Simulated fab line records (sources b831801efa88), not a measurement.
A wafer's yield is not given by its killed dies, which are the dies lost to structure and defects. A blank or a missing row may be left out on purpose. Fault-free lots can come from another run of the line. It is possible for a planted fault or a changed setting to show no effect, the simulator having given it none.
Which tool did it? || flow sky130 || 72 wafers from 24 lots sampled at 6 of the route's 708 steps

## WHAT THE GAUGES READ, wafer by wafer
SKY_SD_P_CD_MEAS_07 targets a cd of 380 nm. Usual: cdNm 380.3 nm, standard deviation 2.4.
{"lot": "L074", "measured": "day 25 07:07", "on": "cdSem-01", "cdNm (nm)": "380.9 381.4 381.2", "flag": ""}
{"lot": "L075", "measured": "day 25 16:53", "on": "cdSem-01", "cdNm (nm)": "380.8 381.0 379.3", "flag": ""}
{"lot": "L076", "measured": "day 26 01:52", "on": "cdSem-01", "cdNm (nm)": "384.2 384.3 383.8", "flag": ""}
{"lot": "L077", "measured": "day 26 17:07", "on": "cdSem-02", "cdNm (nm)": "378.0 377.3 377.8", "flag": ""}
{"lot": "L078", "measured": "day 27 04:56", "on": "cdSem-01", "cdNm (nm)": "380.0 379.8 379.5", "flag": ""}
{"lot": "L079", "measured": "day 27 09:29", "on": "cdSem-01", "cdNm (nm)": "376.4 376.4 378.9", "flag": ""}
{"lot": "L080", "measured": "day 27 18:28", "on": "cdSem-02", "cdNm (nm)": "377.3 378.7 377.9", "flag": ""}
{"lot": "L081", "measured": "day 28 03:47", "on": "cdSem-02", "cdNm (nm)": "385.3 384.5 384.0", "flag": ""}
{"lot": "L082", "measured": "day 28 12:04", "on": "cdSem-02", "cdNm (nm)": "379.5 379.5 380.4", "flag": ""}
{"lot": "L084", "measured": "day 29 02:08", "on": "cdSem-01", "cdNm (nm)": "379.8 379.1 378.8", "flag": ""}
{"lot": "L083", "measured": "day 29 01:31", "on": "cdSem-02", "cdNm (nm)": "384.5 385.4 383.4", "flag": ""}
{"lot": "L085", "measured": "day 29 10:01", "on": "cdSem-02", "cdNm (nm)": "379.3 377.2 377.8", "flag": ""}
{"lot": "L086", "measured": "day 30 06:56", "on": "cdSem-02", "cdNm (nm)": "380.9 379.7 377.1", "flag": ""}
{"lot": "L087", "measured": "day 30 11:04", "on": "cdSem-02", "cdNm (nm)": "379.8 379.0 377.5", "flag": ""}
{"lot": "L089", "measured": "day 30 21:25", "on": "cdSem-02", "cdNm (nm)": "383.0 379.1 378.6", "flag": ""}
{"lot": "L088", "measured": "day 30 22:43", "on": "cdSem-02", "cdNm (nm)": "384.3 384.3 381.7", "flag": ""}
{"lot": "L090", "measured": "day 31 01:52", "on": "cdSem-01", "cdNm (nm)": "381.5 379.6 381.2", "flag": ""}
{"lot": "L091", "measured": "day 31 07:25", "on": "cdSem-01", "cdNm (nm)": "384.1 383.2 382.6", "flag": ""}
{"lot": "L092", "measured": "day 31 21:53", "on": "cdSem-02", "cdNm (nm)": "377.3 376.4 376.1", "flag": ""}
{"lot": "L093", "measured": "day 31 23:10", "on": "cdSem-02", "cdNm (nm)": "381.2 380.4 380.3", "flag": ""}
{"lot": "L094", "measured": "day 32 13:54", "on": "cdSem-02", "cdNm (nm)": "381.1 381.2 381.2", "flag": ""}
{"lot": "L095", "measured": "day 32 16:19", "on": "cdSem-02", "cdNm (nm)": "376.8 379.9 378.4", "flag": ""}
{"lot": "L096", "measured": "day 32 23:55", "on": "cdSem-02", "cdNm (nm)": "381.7 380.1 380.9", "flag": ""}
{"lot": "L097", "measured": "day 33 02:07", "on": "cdSem-01", "cdNm (nm)": "379.4 378.4 382.7", "flag": ""}

SKY_METAL1_OVL_MEAS_16. Usual: METAL1_OVL 1 nm, standard deviation 7.
{"lot": "L074", "measured": "day 32 17:38", "on": "overlay-02", "METAL1_OVL (nm)": "-9 -6 1", "flag": ""}
{"lot": "L075", "measured": "day 33 01:20", "on": "overlay-02", "METAL1_OVL (nm)": "10 11 10", "flag": ""}
{"lot": "L076", "measured": "day 33 10:52", "on": "overlay-02", "METAL1_OVL (nm)": "-4 -9 -6", "flag": ""}
{"lot": "L077", "measured": "day 33 23:09", "on": "overlay-01", "METAL1_OVL (nm)": "6 11 7", "flag": ""}
{"lot": "L078", "measured": "day 34 13:26", "on": "overlay-02", "METAL1_OVL (nm)": "-3 -5 2", "flag": ""}
{"lot": "L079", "measured": "day 34 14:39", "on": "overlay-02", "METAL1_OVL (nm)": "-4 9 7", "flag": ""}
{"lot": "L080", "measured": "day 34 22:38", "on": "overlay-01", "METAL1_OVL (nm)": "-9 -8 -5", "flag": ""}
{"lot": "L081", "measured": "day 35 06:08", "on": "overlay-01", "METAL1_OVL (nm)": "2 -1 3", "flag": ""}
{"lot": "L082", "measured": "day 35 13:44", "on": "overlay-02", "METAL1_OVL (nm)": "9 16 5", "flag": ""}
{"lot": "L084", "measured": "day 36 04:36", "on": "overlay-01", "METAL1_OVL (nm)": "1 -7 0", "flag": ""}
{"lot": "L083", "measured": "day 36 04:05", "on": "overlay-02", "METAL1_OVL (nm)": "-1 -7 -10", "flag": ""}
{"lot": "L085", "measured": "day 36 13:19", "on": "overlay-01", "METAL1_OVL (nm)": "12 7 13", "flag": ""}
{"lot": "L086", "measured": "day 37 05:21", "on": "overlay-01", "METAL1_OVL (nm)": "14 16 7", "flag": ""}
{"lot": "L087", "measured": "day 37 10:39", "on": "overlay-02", "METAL1_OVL (nm)": "2 5 7", "flag": ""}
{"lot": "L089", "measured": "day 37 18:37", "on": "overlay-02", "METAL1_OVL (nm)": "-3 2 -2", "flag": ""}
{"lot": "L088", "measured": "day 37 22:40", "on": "overlay-01", "METAL1_OVL (nm)": "-8 -5 1", "flag": ""}
{"lot": "L090", "measured": "day 37 23:33", "on": "overlay-01", "METAL1_OVL (nm)": "13 9 13", "flag": ""}
{"lot": "L091", "measured": "day 38 04:05", "on": "overlay-02", "METAL1_OVL (nm)": "-1 2 11", "flag": ""}
{"lot": "L092", "measured": "day 38 19:22", "on": "overlay-01", "METAL1_OVL (nm)": "5 -1 -2", "flag": ""}
{"lot": "L093", "measured": "day 38 21:28", "on": "overlay-01", "METAL1_OVL (nm)": "-7 -3 -6", "flag": ""}
{"lot": "L094", "measured": "day 39 10:16", "on": "overlay-01", "METAL1_OVL (nm)": "-13 -10 -6", "flag": ""}
{"lot": "L095", "measured": "day 39 13:22", "on": "overlay-01", "METAL1_OVL (nm)": "1 -2 0", "flag": ""}
{"lot": "L096", "measured": "day 39 18:48", "on": "overlay-02", "METAL1_OVL (nm)": "4 -2 3", "flag": ""}
{"lot": "L097", "measured": "day 39 21:16", "on": "overlay-01", "METAL1_OVL (nm)": "12 8 5", "flag": ""}

SKY_VIA1_RS_MEAS_22: the measuring method here is four-point-probe. Usual: VIA1_W_RS 0.428 ohm/sq, standard deviation 0.0059.
{"lot": "L074", "measured": "day 33 22:55", "on": "filmMetro-03", "VIA1_W_RS (ohm/sq)": "0.421 0.422 0.436", "flag": ""}
{"lot": "L075", "measured": "day 34 06:24", "on": "filmMetro-01", "VIA1_W_RS (ohm/sq)": "0.425 0.434 0.422", "flag": ""}
{"lot": "L076", "measured": "day 34 15:01", "on": "filmMetro-04", "VIA1_W_RS (ohm/sq)": "0.425 0.440 0.442", "flag": ""}
{"lot": "L077", "measured": "day 35 04:05", "on": "filmMetro-04", "VIA1_W_RS (ohm/sq)": "0.427 0.434 0.428", "flag": ""}
{"lot": "L078", "measured": "day 35 18:45", "on": "filmMetro-03", "VIA1_W_RS (ohm/sq)": "0.435 0.440 0.427", "flag": ""}
{"lot": "L079", "measured": "day 35 19:49", "on": "filmMetro-03", "VIA1_W_RS (ohm/sq)": "0.427 0.431 0.421", "flag": ""}
{"lot": "L080", "measured": "day 36 03:42", "on": "filmMetro-04", "VIA1_W_RS (ohm/sq)": "0.424 0.427 0.430", "flag": ""}
{"lot": "L081", "measured": "day 36 10:48", "on": "filmMetro-01", "VIA1_W_RS (ohm/sq)": "0.421 0.431 0.420", "flag": ""}
{"lot": "L082", "measured": "day 36 18:59", "on": "filmMetro-01", "VIA1_W_RS (ohm/sq)": "0.432 0.428 0.436", "flag": ""}
{"lot": "L084", "measured": "day 37 08:49", "on": "filmMetro-01", "VIA1_W_RS (ohm/sq)": "0.419 0.431 0.424", "flag": ""}
{"lot": "L083", "measured": "day 37 08:29", "on": "filmMetro-04", "VIA1_W_RS (ohm/sq)": "0.422 0.434 0.422", "flag": ""}
{"lot": "L085", "measured": "day 37 17:29", "on": "filmMetro-03", "VIA1_W_RS (ohm/sq)": "0.431 0.426 0.427", "flag": ""}
{"lot": "L086", "measured": "day 38 09:16", "on": "filmMetro-04", "VIA1_W_RS (ohm/sq)": "0.422 0.427 0.421", "flag": ""}
{"lot": "L087", "measured": "day 38 14:32", "on": "filmMetro-03", "VIA1_W_RS (ohm/sq)": "0.424 0.420 0.414", "flag": ""}
{"lot": "L089", "measured": "day 38 22:07", "on": "filmMetro-04", "VIA1_W_RS (ohm/sq)": "0.438 0.426 0.423", "flag": ""}
{"lot": "L088", "measured": "day 39 03:06", "on": "filmMetro-03", "VIA1_W_RS (ohm/sq)": "0.429 0.432 0.438", "flag": ""}
{"lot": "L090", "measured": "day 39 03:23", "on": "filmMetro-04", "VIA1_W_RS (ohm/sq)": "0.427 0.441 0.436", "flag": ""}
{"lot": "L091", "measured": "day 39 07:32", "on": "filmMetro-04", "VIA1_W_RS (ohm/sq)": "0.427 0.425 0.426", "flag": ""}
{"lot": "L092", "measured": "day 39 22:36", "on": "filmMetro-01", "VIA1_W_RS (ohm/sq)": "0.422 0.422 0.424", "flag": ""}
{"lot": "L093", "measured": "day 40 02:08", "on": "filmMetro-04", "VIA1_W_RS (ohm/sq)": "0.428 0.429 0.430", "flag": ""}
{"lot": "L094", "measured": "day 40 13:04", "on": "filmMetro-01", "VIA1_W_RS (ohm/sq)": "0.432 0.427 0.442", "flag": ""}
{"lot": "L095", "measured": "day 40 16:54", "on": "filmMetro-03", "VIA1_W_RS (ohm/sq)": "0.428 0.421 0.419", "flag": ""}
{"lot": "L096", "measured": "day 40 22:05", "on": "filmMetro-03", "VIA1_W_RS (ohm/sq)": "0.430 0.433 0.432", "flag": ""}
{"lot": "L097", "measured": "day 41 00:01", "on": "filmMetro-01", "VIA1_W_RS (ohm/sq)": "0.433 0.429 0.426", "flag": ""}

SKY_VIA3_OVL_MEAS_13. Usual: VIA3_OVL 0 nm, standard deviation 5.4.
{"lot": "L074", "measured": "day 39 15:16", "on": "overlay-02", "VIA3_OVL (nm)": "10 6 12", "flag": ""}
{"lot": "L075", "measured": "day 39 22:40", "on": "overlay-01", "VIA3_OVL (nm)": "2 7 4", "flag": ""}
{"lot": "L076", "measured": "day 40 07:24", "on": "overlay-02", "VIA3_OVL (nm)": "8 -1 -3", "flag": ""}
{"lot": "L077", "measured": "day 40 17:39", "on": "overlay-01", "VIA3_OVL (nm)": "1 0 -2", "flag": ""}
{"lot": "L078", "measured": "day 41 06:29", "on": "overlay-02", "VIA3_OVL (nm)": "-5 -6 -2", "flag": ""}
{"lot": "L079", "measured": "day 41 08:38", "on": "overlay-02", "VIA3_OVL (nm)": "0 -10 -11", "flag": ""}
{"lot": "L080", "measured": "day 41 15:58", "on": "overlay-02", "VIA3_OVL (nm)": "4 4 6", "flag": ""}
{"lot": "L081", "measured": "day 41 23:06", "on": "overlay-02", "VIA3_OVL (nm)": "0 -5 -1", "flag": ""}
{"lot": "L082", "measured": "day 42 05:59", "on": "overlay-01", "VIA3_OVL (nm)": "-4 -8 -8", "flag": ""}
{"lot": "L084", "measured": "day 42 19:36", "on": "overlay-01", "VIA3_OVL (nm)": "1 3 9", "flag": ""}
{"lot": "L083", "measured": "day 42 19:45", "on": "overlay-02", "VIA3_OVL (nm)": "0 6 8", "flag": ""}
{"lot": "L085", "measured": "day 43 02:25", "on": "overlay-02", "VIA3_OVL (nm)": "2 3 7", "flag": ""}
{"lot": "L086", "measured": "day 43 15:11", "on": "overlay-02", "VIA3_OVL (nm)": "9 9 2", "flag": ""}
{"lot": "L087", "measured": "day 43 22:00", "on": "overlay-01", "VIA3_OVL (nm)": "-6 -4 -5", "flag": ""}
{"lot": "L089", "measured": "day 44 04:35", "on": "overlay-01", "VIA3_OVL (nm)": "-4 1 -4", "flag": ""}
{"lot": "L088", "measured": "day 44 08:54", "on": "overlay-01", "VIA3_OVL (nm)": "2 0 -1", "flag": ""}
{"lot": "L090", "measured": "day 44 09:28", "on": "overlay-01", "VIA3_OVL (nm)": "6 -3 2", "flag": ""}
{"lot": "L091", "measured": "day 44 12:43", "on": "overlay-02", "VIA3_OVL (nm)": "9 1 -4", "flag": ""}
{"lot": "L092", "measured": "day 45 01:09", "on": "overlay-02", "VIA3_OVL (nm)": "-6 -5 -5", "flag": ""}
{"lot": "L093", "measured": "day 45 05:51", "on": "overlay-02", "VIA3_OVL (nm)": "1 0 -1", "flag": ""}
{"lot": "L094", "measured": "day 45 14:25", "on": "overlay-01", "VIA3_OVL (nm)": "-2 -8 -5", "flag": ""}
{"lot": "L095", "measured": "day 45 19:32", "on": "overlay-01", "VIA3_OVL (nm)": "4 -7 -2", "flag": ""}
{"lot": "L096", "measured": "day 45 23:53", "on": "overlay-01", "VIA3_OVL (nm)": "0 1 1", "flag": ""}
{"lot": "L097", "measured": "day 45 23:55", "on": "overlay-02", "VIA3_OVL (nm)": "7 0 1", "flag": ""}

## WHAT TOOL EACH LOT RAN ON (gives the tool, then ch and the chambers of the sampled wafers, and finally the start)
{"lot": "L074", "SKY_GATE_OXIDE_STRIP_13": "plasmaAsher-04 ch 0,1, day 13 17:01", "SKY_METAL2_SPUTTER_04": "pvdSputter-04, day 33 23:28"}
{"lot": "L075", "SKY_GATE_OXIDE_STRIP_13": "plasmaAsher-01 ch 1, day 13 23:34", "SKY_METAL2_SPUTTER_04": "pvdSputter-04, day 34 06:58"}
{"lot": "L076", "SKY_GATE_OXIDE_STRIP_13": "plasmaAsher-03 ch 1, day 14 11:37", "SKY_METAL2_SPUTTER_04": "pvdSputter-02, day 34 15:35"}
{"lot": "L077", "SKY_GATE_OXIDE_STRIP_13": "plasmaAsher-01 ch 0,1, day 15 01:06", "SKY_METAL2_SPUTTER_04": "pvdSputter-02, day 35 04:38"}
{"lot": "L078", "SKY_GATE_OXIDE_STRIP_13": "plasmaAsher-03 ch 0,1, day 15 11:11", "SKY_METAL2_SPUTTER_04": "pvdSputter-03, day 35 19:17"}
{"lot": "L079", "SKY_GATE_OXIDE_STRIP_13": "plasmaAsher-01 ch 0,1, day 15 14:15", "SKY_METAL2_SPUTTER_04": "pvdSputter-02, day 35 20:22"}
{"lot": "L080", "SKY_GATE_OXIDE_STRIP_13": "plasmaAsher-04 ch 0,1, day 16 00:11", "SKY_METAL2_SPUTTER_04": "pvdSputter-03, day 36 04:14"}
{"lot": "L081", "SKY_GATE_OXIDE_STRIP_13": "plasmaAsher-04 ch 0,1, day 16 10:05", "SKY_METAL2_SPUTTER_04": "pvdSputter-04, day 36 11:21"}
{"lot": "L082", "SKY_GATE_OXIDE_STRIP_13": "plasmaAsher-01 ch 0,1, day 16 16:33", "SKY_METAL2_SPUTTER_04": "pvdSputter-02, day 36 19:34"}
{"lot": "L084", "SKY_GATE_OXIDE_STRIP_13": "plasmaAsher-01 ch 0,1, day 17 06:30", "SKY_METAL2_SPUTTER_04": "pvdSputter-02, day 37 09:22"}
{"lot": "L083", "SKY_GATE_OXIDE_STRIP_13": "plasmaAsher-04 ch 0,1, day 17 06:46", "SKY_METAL2_SPUTTER_04": "pvdSputter-04, day 37 09:03"}
{"lot": "L085", "SKY_GATE_OXIDE_STRIP_13": "plasmaAsher-03 ch 0,1, day 17 16:19", "SKY_METAL2_SPUTTER_04": "pvdSputter-04, day 37 18:02"}
{"lot": "L086", "SKY_GATE_OXIDE_STRIP_13": "plasmaAsher-03 ch 0,1, day 18 16:26", "SKY_METAL2_SPUTTER_04": "pvdSputter-02, day 38 09:46"}
{"lot": "L087", "SKY_GATE_OXIDE_STRIP_13": "plasmaAsher-01 ch 1, day 18 20:41", "SKY_METAL2_SPUTTER_04": "pvdSputter-04, day 38 15:05"}
{"lot": "L089", "SKY_GATE_OXIDE_STRIP_13": "plasmaAsher-03 ch 0,1, day 19 06:58", "SKY_METAL2_SPUTTER_04": "pvdSputter-04, day 38 22:41"}
{"lot": "L088", "SKY_GATE_OXIDE_STRIP_13": "plasmaAsher-03 ch 0,1, day 19 08:49", "SKY_METAL2_SPUTTER_04": "pvdSputter-04, day 39 03:39"}
{"lot": "L090", "SKY_GATE_OXIDE_STRIP_13": "plasmaAsher-03 ch 0,1, day 19 15:52", "SKY_METAL2_SPUTTER_04": "pvdSputter-03, day 39 03:58"}
{"lot": "L091", "SKY_GATE_OXIDE_STRIP_13": "plasmaAsher-01 ch 0,1, day 19 20:18", "SKY_METAL2_SPUTTER_04": "pvdSputter-04, day 39 08:06"}
{"lot": "L092", "SKY_GATE_OXIDE_STRIP_13": "plasmaAsher-04 ch 1, day 20 11:12", "SKY_METAL2_SPUTTER_04": "pvdSputter-02, day 39 23:09"}
{"lot": "L093", "SKY_GATE_OXIDE_STRIP_13": "plasmaAsher-01 ch 0,1, day 20 14:00", "SKY_METAL2_SPUTTER_04": "pvdSputter-04, day 40 02:41"}
{"lot": "L094", "SKY_GATE_OXIDE_STRIP_13": "plasmaAsher-01 ch 0,1, day 21 03:30", "SKY_METAL2_SPUTTER_04": "pvdSputter-02, day 40 13:35"}
{"lot": "L095", "SKY_GATE_OXIDE_STRIP_13": "plasmaAsher-04 ch 0,1, day 21 06:27", "SKY_METAL2_SPUTTER_04": "pvdSputter-03, day 40 17:43"}
{"lot": "L096", "SKY_GATE_OXIDE_STRIP_13": "plasmaAsher-01 ch 0,1, day 21 17:38", "SKY_METAL2_SPUTTER_04": "pvdSputter-02, day 40 22:57"}
{"lot": "L097", "SKY_GATE_OXIDE_STRIP_13": "plasmaAsher-04 ch 0,1, day 21 21:22", "SKY_METAL2_SPUTTER_04": "pvdSputter-04, day 41 00:35"}
- SKY_GATE_OXIDE_STRIP_13: strips in O2/N2.
- SKY_METAL2_SPUTTER_04: material TiN, target thk 70 nm, time 58.3 s.

## AS READ BY THE TOOLS THEMSELVES (means over the sampled wafers that have a number; for cases with no such wafer, the mark the record gives instead)
SKY_GATE_OXIDE_STRIP_13. Usual: drypumpMotorCurrentA 5.67 A, standard deviation 0.3; n2FlowSccm 300.1 sccm, standard deviation 0.88; oesProductAu 0.715 a.u., standard deviation 0.0043; stripTimeToEndpointS 14.19 s, standard deviation 0.038.
{"lot": "L074", "tool": "plasmaAsher-04", "drypumpMotorCurrentA (A)": 5.77, "n2FlowSccm (sccm)": 300.2, "oesProductAu (a.u.)": 0.715, "stripTimeToEndpointS (s)": 14.19, "flag": ""}
{"lot": "L075", "tool": "plasmaAsher-01", "drypumpMotorCurrentA (A)": 5.59, "n2FlowSccm (sccm)": 301.4, "oesProductAu (a.u.)": 0.713, "stripTimeToEndpointS (s)": 14.21, "flag": ""}
{"lot": "L076", "tool": "plasmaAsher-03", "drypumpMotorCurrentA (A)": 5.14, "n2FlowSccm (sccm)": 299.7, "oesProductAu (a.u.)": 0.714, "stripTimeToEndpointS (s)": 14.17, "flag": ""}
{"lot": "L077", "tool": "plasmaAsher-01", "drypumpMotorCurrentA (A)": 5.76, "n2FlowSccm (sccm)": 298.6, "oesProductAu (a.u.)": 0.713, "stripTimeToEndpointS (s)": 14.20, "flag": ""}
{"lot": "L078", "tool": "plasmaAsher-03", "drypumpMotorCurrentA (A)": 5.35, "n2FlowSccm (sccm)": 299.9, "oesProductAu (a.u.)": 0.714, "stripTimeToEndpointS (s)": 14.17, "flag": ""}
{"lot": "L079", "tool": "plasmaAsher-01", "drypumpMotorCurrentA (A)": 5.76, "n2FlowSccm (sccm)": 299.8, "oesProductAu (a.u.)": 0.717, "stripTimeToEndpointS (s)": 14.12, "flag": ""}
{"lot": "L080", "tool": "plasmaAsher-04", "drypumpMotorCurrentA (A)": 5.79, "n2FlowSccm (sccm)": 299.6, "oesProductAu (a.u.)": 0.715, "stripTimeToEndpointS (s)": 14.27, "flag": ""}
{"lot": "L081", "tool": "plasmaAsher-04", "drypumpMotorCurrentA (A)": 5.79, "n2FlowSccm (sccm)": 300.9, "oesProductAu (a.u.)": 0.719, "stripTimeToEndpointS (s)": 14.20, "flag": ""}
{"lot": "L082", "tool": "plasmaAsher-01", "drypumpMotorCurrentA (A)": 5.93, "n2FlowSccm (sccm)": 299.9, "oesProductAu (a.u.)": 0.717, "stripTimeToEndpointS (s)": 14.18, "flag": ""}
{"lot": "L084", "tool": "plasmaAsher-01", "drypumpMotorCurrentA (A)": 5.91, "n2FlowSccm (sccm)": 299.9, "oesProductAu (a.u.)": 0.720, "stripTimeToEndpointS (s)": 14.13, "flag": ""}
{"lot": "L083", "tool": "plasmaAsher-04", "drypumpMotorCurrentA (A)": 5.77, "n2FlowSccm (sccm)": 300.7, "oesProductAu (a.u.)": 0.716, "stripTimeToEndpointS (s)": 14.16, "flag": ""}
{"lot": "L085", "tool": "plasmaAsher-03", "drypumpMotorCurrentA (A)": 5.24, "n2FlowSccm (sccm)": 300.9, "oesProductAu (a.u.)": 0.713, "stripTimeToEndpointS (s)": 14.16, "flag": ""}
{"lot": "L086", "tool": "plasmaAsher-03", "drypumpMotorCurrentA (A)": 5.24, "n2FlowSccm (sccm)": 300.7, "oesProductAu (a.u.)": 0.713, "stripTimeToEndpointS (s)": 14.16, "flag": ""}
{"lot": "L087", "tool": "plasmaAsher-01", "drypumpMotorCurrentA (A)": 5.61, "n2FlowSccm (sccm)": 300.2, "oesProductAu (a.u.)": 0.707, "stripTimeToEndpointS (s)": 14.14, "flag": ""}
{"lot": "L089", "tool": "plasmaAsher-03", "drypumpMotorCurrentA (A)": 5.34, "n2FlowSccm (sccm)": 300.5, "oesProductAu (a.u.)": 0.717, "stripTimeToEndpointS (s)": 14.21, "flag": ""}
{"lot": "L088", "tool": "plasmaAsher-03", "drypumpMotorCurrentA (A)": 5.25, "n2FlowSccm (sccm)": 300.8, "oesProductAu (a.u.)": 0.716, "stripTimeToEndpointS (s)": 14.22, "flag": ""}
{"lot": "L090", "tool": "plasmaAsher-03", "drypumpMotorCurrentA (A)": 5.33, "n2FlowSccm (sccm)": 299.4, "oesProductAu (a.u.)": 0.715, "stripTimeToEndpointS (s)": 14.20, "flag": ""}
{"lot": "L091", "tool": "plasmaAsher-01", "drypumpMotorCurrentA (A)": 5.93, "n2FlowSccm (sccm)": 300.7, "oesProductAu (a.u.)": 0.718, "stripTimeToEndpointS (s)": 14.25, "flag": ""}
{"lot": "L092", "tool": "plasmaAsher-04", "drypumpMotorCurrentA (A)": 5.79, "n2FlowSccm (sccm)": 301.0, "oesProductAu (a.u.)": 0.715, "stripTimeToEndpointS (s)": 14.22, "flag": ""}
{"lot": "L093", "tool": "plasmaAsher-01", "drypumpMotorCurrentA (A)": 5.76, "n2FlowSccm (sccm)": 300.4, "oesProductAu (a.u.)": 0.718, "stripTimeToEndpointS (s)": 14.11, "flag": ""}
{"lot": "L094", "tool": "plasmaAsher-01", "drypumpMotorCurrentA (A)": 5.93, "n2FlowSccm (sccm)": 299.3, "oesProductAu (a.u.)": 0.713, "stripTimeToEndpointS (s)": 14.17, "flag": ""}
{"lot": "L095", "tool": "plasmaAsher-04", "drypumpMotorCurrentA (A)": 5.79, "n2FlowSccm (sccm)": 299.7, "oesProductAu (a.u.)": 0.722, "stripTimeToEndpointS (s)": 14.17, "flag": ""}
{"lot": "L096", "tool": "plasmaAsher-01", "drypumpMotorCurrentA (A)": 5.77, "n2FlowSccm (sccm)": 300.3, "oesProductAu (a.u.)": 0.711, "stripTimeToEndpointS (s)": 14.22, "flag": ""}
{"lot": "L097", "tool": "plasmaAsher-04", "drypumpMotorCurrentA (A)": 5.80, "n2FlowSccm (sccm)": 300.3, "oesProductAu (a.u.)": 0.712, "stripTimeToEndpointS (s)": 14.21, "flag": ""}

SKY_METAL2_SPUTTER_04. Usual: throttleValvePct 29.5 %, standard deviation 0.97.
{"lot": "L074", "tool": "pvdSputter-04", "throttleValvePct (%)": 29.6, "flag": ""}
{"lot": "L075", "tool": "pvdSputter-04", "throttleValvePct (%)": 29.2, "flag": ""}
{"lot": "L076", "tool": "pvdSputter-02", "throttleValvePct (%)": 28.1, "flag": ""}
{"lot": "L077", "tool": "pvdSputter-02", "throttleValvePct (%)": 29.3, "flag": ""}
{"lot": "L078", "tool": "pvdSputter-03", "throttleValvePct (%)": 30.3, "flag": ""}
{"lot": "L079", "tool": "pvdSputter-02", "throttleValvePct (%)": 29.2, "flag": ""}
{"lot": "L080", "tool": "pvdSputter-03", "throttleValvePct (%)": 29.5, "flag": ""}
{"lot": "L081", "tool": "pvdSputter-04", "throttleValvePct (%)": 29.4, "flag": ""}
{"lot": "L082", "tool": "pvdSputter-02", "throttleValvePct (%)": 28.9, "flag": ""}
{"lot": "L084", "tool": "pvdSputter-02", "throttleValvePct (%)": 29.3, "flag": ""}
{"lot": "L083", "tool": "pvdSputter-04", "throttleValvePct (%)": 29.4, "flag": ""}
{"lot": "L085", "tool": "pvdSputter-04", "throttleValvePct (%)": 30.1, "flag": ""}
{"lot": "L086", "tool": "pvdSputter-02", "throttleValvePct (%)": 28.4, "flag": ""}
{"lot": "L087", "tool": "pvdSputter-04", "throttleValvePct (%)": 29.6, "flag": ""}
{"lot": "L089", "tool": "pvdSputter-04", "throttleValvePct (%)": 30.3, "flag": ""}
{"lot": "L088", "tool": "pvdSputter-04", "throttleValvePct (%)": 29.1, "flag": ""}
{"lot": "L090", "tool": "pvdSputter-03", "throttleValvePct (%)": 30.1, "flag": ""}
{"lot": "L091", "tool": "pvdSputter-04", "throttleValvePct (%)": 29.6, "flag": ""}
{"lot": "L092", "tool": "pvdSputter-02", "throttleValvePct (%)": 28.5, "flag": ""}
{"lot": "L093", "tool": "pvdSputter-04", "throttleValvePct (%)": 29.5, "flag": ""}
{"lot": "L094", "tool": "pvdSputter-02", "throttleValvePct (%)": 28.9, "flag": ""}
{"lot": "L095", "tool": "pvdSputter-03", "throttleValvePct (%)": 30.3, "flag": ""}
{"lot": "L096", "tool": "pvdSputter-02", "throttleValvePct (%)": 29.1, "flag": ""}
{"lot": "L097", "tool": "pvdSputter-04", "throttleValvePct (%)": 29.9, "flag": ""}

## THE ANSWER, worked out from the rows above alone
Rule: a lot counts as off when the mean over its wafers that have a number is more than 3 standard deviations away from the usual mean. Also off: a lot with no number at a reading for which 4 or more lots have one. The other lots that the step has rows for count as sound. The gauges are gone through in route order, then the tools' own readings, and for those a lot's mean is taken as printed above. At the first step where some lot is off, the reading lying furthest off is the one used; lots without a number count as furthest.
No lot is off on any of the readings shown, so nothing can be concluded from this.

## WHAT THE SIMULATOR HAD INSERTED
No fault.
